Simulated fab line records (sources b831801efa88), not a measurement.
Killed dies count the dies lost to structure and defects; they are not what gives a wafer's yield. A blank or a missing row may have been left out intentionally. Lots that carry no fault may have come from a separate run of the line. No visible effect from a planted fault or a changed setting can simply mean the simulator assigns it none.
Which tool was responsible? || flow sky130 || 33 wafers from 11 lots sampled at 2 of the route's 708 steps

== WHAT THE GAUGES SHOWED, per wafer ==
SKY_METAL4_OVL_MEAS_14.
{"lot": "L812", "measured": "day 41 11:25", "on": "overlay-02", "METAL4_OVL (nm)": "-6 -3 -6"}
{"lot": "L815", "measured": "day 42 09:23", "on": "overlay-02", "METAL4_OVL (nm)": "3 7 10"}
{"lot": "L818", "measured": "day 43 16:20", "on": "overlay-02", "METAL4_OVL (nm)": "-1 -4 -8"}
{"lot": "L817", "measured": "day 43 18:23", "on": "overlay-01", "METAL4_OVL (nm)": "-7 -13 -15"}
{"lot": "L820", "measured": "day 44 01:11", "on": "overlay-02", "METAL4_OVL (nm)": "-10 -8 -9"}
{"lot": "L821", "measured": "day 44 05:43", "on": "overlay-01", "METAL4_OVL (nm)": "-6 -6 -10"}
{"lot": "L822", "measured": "day 44 10:25", "on": "overlay-01", "METAL4_OVL (nm)": "-4 1 -5"}
{"lot": "L825", "measured": "day 45 11:49", "on": "overlay-01", "METAL4_OVL (nm)": "5 -1 1"}
{"lot": "L826", "measured": "day 45 15:13", "on": "overlay-02", "METAL4_OVL (nm)": "-8 -10 -4"}
{"lot": "L831", "measured": "day 46 14:41", "on": "overlay-02", "METAL4_OVL (nm)": "0 1 0"}
{"lot": "L833", "measured": "day 47 02:01", "on": "overlay-01", "METAL4_OVL (nm)": "-5 -7 -8"}

== WHAT TOOL EACH LOT RAN ON (gives the tool, then ch and the chambers of the sampled wafers, and finally the start) ==
{"lot": "L812", "SKY_VIA1_SPUTTER_20": "pvd-sputter-01, day 33 17:24"}
{"lot": "L815", "SKY_VIA1_SPUTTER_20": "pvd-sputter-02, day 34 15:47"}
{"lot": "L818", "SKY_VIA1_SPUTTER_20": "pvd-sputter-03, day 36 05:03"}
{"lot": "L817", "SKY_VIA1_SPUTTER_20": "pvd-sputter-02, day 36 07:14"}
{"lot": "L820", "SKY_VIA1_SPUTTER_20": "pvd-sputter-03, day 36 15:20"}
{"lot": "L821", "SKY_VIA1_SPUTTER_20": "pvd-sputter-03, day 36 20:44"}
{"lot": "L822", "SKY_VIA1_SPUTTER_20": "pvd-sputter-03, day 37 00:59"}
{"lot": "L825", "SKY_VIA1_SPUTTER_20": "pvd-sputter-03, day 38 09:02"}
{"lot": "L826", "SKY_VIA1_SPUTTER_20": "pvd-sputter-03, day 38 16:05"}
{"lot": "L831", "SKY_VIA1_SPUTTER_20": "pvd-sputter-03, day 39 20:07"}
{"lot": "L833", "SKY_VIA1_SPUTTER_20": "pvd-sputter-01, day 40 05:16"}
- SKY_VIA1_SPUTTER_20: material TiN, target thk 20 nm, time 80 s.

== THE ANSWER, worked out from the rows above alone ==
Rule: usual is defined by the lots themselves. The widest of any qualifying gaps counts: lots, ordered by their means at a reading, are off when they make up no more than a third of the lots, leave a main group of 4 or more, and stand apart from it by 3 or more times the standard deviation of that group's means. A main group whose means are all the same, to the digits that the tables above print for the reading, isn't used. A lot without any number at a reading at which 4 lots or more have one is off too. All remaining lots with rows at the step are treated as sound.
No lot is off on any of the readings shown, so nothing can be concluded from this.

== WHAT THE SIMULATOR HAD PUT IN ==
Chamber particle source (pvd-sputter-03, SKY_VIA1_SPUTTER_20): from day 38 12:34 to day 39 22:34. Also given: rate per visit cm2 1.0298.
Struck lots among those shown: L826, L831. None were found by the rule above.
